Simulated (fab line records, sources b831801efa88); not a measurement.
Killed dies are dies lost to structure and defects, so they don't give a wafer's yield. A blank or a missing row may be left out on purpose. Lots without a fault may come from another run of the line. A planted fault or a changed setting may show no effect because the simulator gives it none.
Chamber matching | flow sky130 | SKY_VIA2_CMP_02 on cmp-02: 4 sister chambers
The step polishes SiO2. 8 wafers are shown with their chamber, then 7 later ones without.

WAFERS WITH THEIR CHAMBER
wafer  | chamber | motor_current_A (A) | platen_rpm (rpm)
L637.3 | 2       | 11.3                | 59.98
L636.4 | 3       | 11.5                | 59.97
L636.5 | 0       | 10.9                | 59.97
L640.2 | 0       | 11.5                | 59.99
L640.3 | 1       | 13.6                | 59.97
L640.6 | 3       | 11.3                | 60.04
L641.2 | 1       | 13.6                | 60.03
L641.3 | 2       | 10.6                | 59.95

WAFERS WITHOUT THEIR CHAMBER
wafer  | motor_current_A (A) | platen_rpm (rpm)
L641.4 | 12.3                | 59.99
L643.1 | 12.5                | 59.98
L643.2 | 11.3                | 60.06
L643.5 | 13.5                | 59.96
L648.2 | 11.0                | 59.99
L648.4 | 11.1                | 60.00
L648.5 | 11.7                | 60.03

WHICH CHAMBER EACH WENT THROUGH
wafer  | from the rows above               | in truth
L641.4 | can't be placed: 3 or 0 or 1 or 2 | 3
L643.1 | can't be placed: 1 or 3 or 0 or 2 | 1
L643.2 | can't be placed: 3 or 0 or 2      | 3
L643.5 | 1                                 | 1
L648.2 | can't be placed: 0 or 2 or 3      | 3
L648.4 | can't be placed: 0 or 3 or 2      | 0
L648.5 | can't be placed: 3 or 0 or 2      | 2
Placed correctly: 1 of 7. Can't be placed from these rows: 6 (the true chamber is among the candidates in 6). Placed wrongly: 0.
How it was worked out, from the rows above alone: a wafer's distance from a chamber is the root of the sum, over the readings, of the square of ((its reading less the chamber's mean) divided by the reading's scatter). The wafer belongs to the nearest chamber; if the next one is less than 2 further off, it can't be placed. A chamber's mean is the mean of its shown wafers. The scatter: the root of (the sum of the squares of (reading less its chamber's mean) over the shown wafers, divided by (wafers less chambers)).
